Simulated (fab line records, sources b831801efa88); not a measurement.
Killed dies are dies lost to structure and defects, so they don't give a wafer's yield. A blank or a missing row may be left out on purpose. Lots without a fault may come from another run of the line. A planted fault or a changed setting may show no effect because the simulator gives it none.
A struck lot beside a sound one | flow sky130 | 32 steps out of a route of 708
Sound: wafers L965.1, L965.2, L965.4. Struck: wafer L969.5. (L969.2 of the same lot was not struck and is left out.) The cause comes at the end.
At each step with rows: each side's tool, then ch and its chambers, then its first start. Under that, the readings that differ: sound wafers | struck wafers | difference of the means | sigmas: that difference in standard deviations of wafers without a fault.
alike: readings whose means differ by less than 2 such deviations, and words and numbers that are the same on both sides. not compared: withheld readings, readings that some wafer has no value for, bounds like >300 that may hide the same value, and numbers for which the record gives no deviation and whose values overlap.
The two part at a step that has a row with sigmas, a row that says differs or no value, or rows on one side only. Numbers that don't overlap but have no deviation are shown without sigmas and don't part them. A reading that every wafer of one side lacks parts them only if that side has two wafers or more.

first, 1 step without rows for these wafers: SKY_CONTACT_ETCH_18 (etches Si3N4 in CHF3/O2, stops on TiN, time 39 s, target depth 75 nm).
SKY_CONTACT_STRIP_19: strips in O2/N2.
  sound on plasma_asher-03 ch 0,1, day 32 15:31; struck on plasma_asher-04 ch 1, day 34 07:55
  reading                     | sound          | struck | difference | sigmas
  drypump_motor_current_A (A) | 5.51 5.71 5.46 | 6.20   | +0.64      | +2
  alike: oes_product_au, strip_time_to_endpoint_s
  not compared: rf_hours_counter_h
then, 3 steps without rows for these wafers: SKY_CONTACT_STRIP_20 (strips in post etch residue remover, time 1200 s); SKY_CONTACT_CLEAN_21 (cleans in IPA, time 180 s); SKY_CONTACT_CLEAN_22 (cleans in O3/DIW).
SKY_CONTACT_SPUTTER_23: material TiN, target thk 20 nm, time 80 s.
  sound on pvd_sputter-01, day 32 16:06; struck on pvd_sputter-01, day 34 08:35
  alike: throttle_valve_pct
then, 1 step without rows for these wafers: SKY_CONTACT_CVD_24 (deposits W, target thk 340 nm, time 102.12 s).
SKY_CONTACT_RS_MEAS_25: measures by four-point-probe.
  sound on film_metro-03, day 32 16:16; struck on film_metro-03, day 34 08:47
  alike: CONTACT_W_RS
SKY_CONTACT_THK_MEAS_26: measures by xrf.
  sound on film_metro-03, day 32 16:23; struck on film_metro-03, day 34 08:53
  alike: CONTACT_W_THK
SKY_CONTACT_CMP_27: polishes, stops on SiO2, t overpolish 15 s, target thk 0 nm.
  sound on cmp-02 ch 1,2,3, day 32 16:55; struck on cmp-02 ch 2, day 34 08:59
  alike: motor_current_A, overpolish_run_s, retaining_ring_pressure_frac, time_to_endpoint_s
SKY_METAL1_SPUTTER_00: material Ti, target thk 15 nm, time 10 s.
  sound on pvd_sputter-02, day 32 17:10; struck on pvd_sputter-02, day 34 09:14
  alike: throttle_valve_pct
then, 1 step without rows for these wafers: SKY_METAL1_SPUTTER_01 (material TiN, target thk 20 nm, time 16.7 s).
SKY_METAL1_SPUTTER_02: material AlCu, target thk 250 nm, time 13.3 s.
  sound on pvd_sputter-02, day 32 17:13; struck on pvd_sputter-02, day 34 09:17
  reading                                     | sound             | struck | difference | sigmas
  model.AlCu_of_METAL1_SPUTTER_02.thk_nm (nm) | 251.2 253.4 250.2 | 244.5  | -7.1       |
  alike: throttle_valve_pct
then, 2 steps without rows for these wafers: SKY_METAL1_SPUTTER_03 (material Ti, target thk 5 nm, time 3.3 s); SKY_METAL1_SPUTTER_04 (material TiN, target thk 70 nm, time 58.3 s).
SKY_METAL1_RS_MEAS_05: measures by four-point-probe.
  sound on film_metro-01, day 32 17:18; struck on film_metro-03, day 34 09:24
  reading                 | sound                | struck | difference | sigmas
  METAL1_ALCU_RS (ohm/sq) | 0.1260 0.1252 0.1268 | 0.1298 | +0.0038    | +3
SKY_METAL1_THK_MEAS_06: measures by xrf.
  sound on film_metro-01, day 32 17:25; struck on film_metro-03, day 34 09:31
  reading              | sound             | struck | difference | sigmas
  METAL1_ALCU_THK (nm) | 257.6 258.4 257.9 | 250.9  | -7.1       | -3
then, 8 steps without rows for these wafers: SKY_METAL1_DEHYDRATE_07 (time 60 s); SKY_METAL1_HMDS_08 (prime time 60 s); SKY_METAL1_COAT_09 (resist thk 60 nm); SKY_METAL1_COAT_10 (resist thk 450 nm); SKY_METAL1_SOFTBAKE_11 (time 90 s); SKY_METAL1_EXPOSE_12 (exposes mask MM1, target cd 140 nm); SKY_METAL1_PEB_13; SKY_METAL1_DEVELOP_14 (develop time 60 s).
SKY_METAL1_CD_MEAS_15: target cd 140 nm.
  sound on cd_sem-01, day 33 19:59; struck on cd_sem-01, day 35 14:23
  alike: cd_nm
SKY_METAL1_OVL_MEAS_16:
  sound on overlay-01, day 33 20:06; struck on overlay-02, day 35 14:30
  alike: METAL1_OVL
then, 2 steps without rows for these wafers: SKY_METAL1_DESCUM_17 (chemistry O2, time 8 s); SKY_METAL1_ETCH_18 (etches BARC in N2/H2, stops on SiO2, time 45.9 s, target depth 60 nm).
SKY_METAL1_METAL_ETCH_19: etches the open film in Cl2/BCl3, stops on SiO2, target depth 360 nm, time 78 s.
  sound on rie_metal-02 ch 0,1, day 33 20:14; struck on rie_metal-03 ch 0, day 35 14:37
  reading                            | sound             | struck | difference | sigmas
  oes_product_au (a.u.)              | 0.860 0.849 0.855 | 0.843  | -0.012     | -2
  model.METAL1.feature_depth_nm (nm) | 360.1 363.1 359.3 | 352.6  | -8.2       |
  model.etch.depth_nm (nm)           | 360.1 363.1 359.3 | 352.6  | -8.2       |
  alike: bias_w, drypump_motor_current_A, rf_fwd_power_W, throttle_valve_pct
  not compared: rf_hours_counter_h
SKY_METAL1_STRIP_20: strips in O2/N2.
  sound on plasma_asher-01 ch 0,1, day 33 20:19; struck on plasma_asher-01 ch 0, day 35 14:43
  reading                      | sound          | struck | difference | sigmas
  strip_time_to_endpoint_s (s) | 2.70 2.75 2.75 | 2.66   | -0.07      | -2
  alike: drypump_motor_current_A, oes_product_au
  not compared: rf_hours_counter_h
-- the record jumps here: 12 days lie between the struck wafers' starts before and after (it left off in module METAL1 and takes up again in module PAD_OPEN, whose first step shown is number 708 of the route) --
SKY_PAD_OPEN_PROBE_99:
  sound on prober-02, day 46 12:33; struck on prober-02, day 47 23:17
  reading                      | sound               | struck | difference | sigmas
  sort_bin_3_pad_short (%)     | 2.0 0.2 1.6         | 0.2    | -1.1       | -2
  model.etest.met1.line_ohm_um | 0.9023 0.932 0.8921 | 0.9408 | +0.0320    |
  model.etest.met1.rs_ohm_sq   | 0.1281 0.1264 0.128 | 0.1302 | +0.0027    |
  alike: defect_limited_yield, killed_at_M0_to_M3, killed_at_M4_up, killed_at_contacts, killed_at_front_end, killed_at_other, killed_dies, killed_open, killed_short, sort_bin_5_function, sort_bin_6_memory, sort_n_pass, sort_yield_pct

WHERE THEY PART
First at SKY_CONTACT_STRIP_19; last, within this record, at SKY_PAD_OPEN_PROBE_99.

WHY: what the simulator had put in
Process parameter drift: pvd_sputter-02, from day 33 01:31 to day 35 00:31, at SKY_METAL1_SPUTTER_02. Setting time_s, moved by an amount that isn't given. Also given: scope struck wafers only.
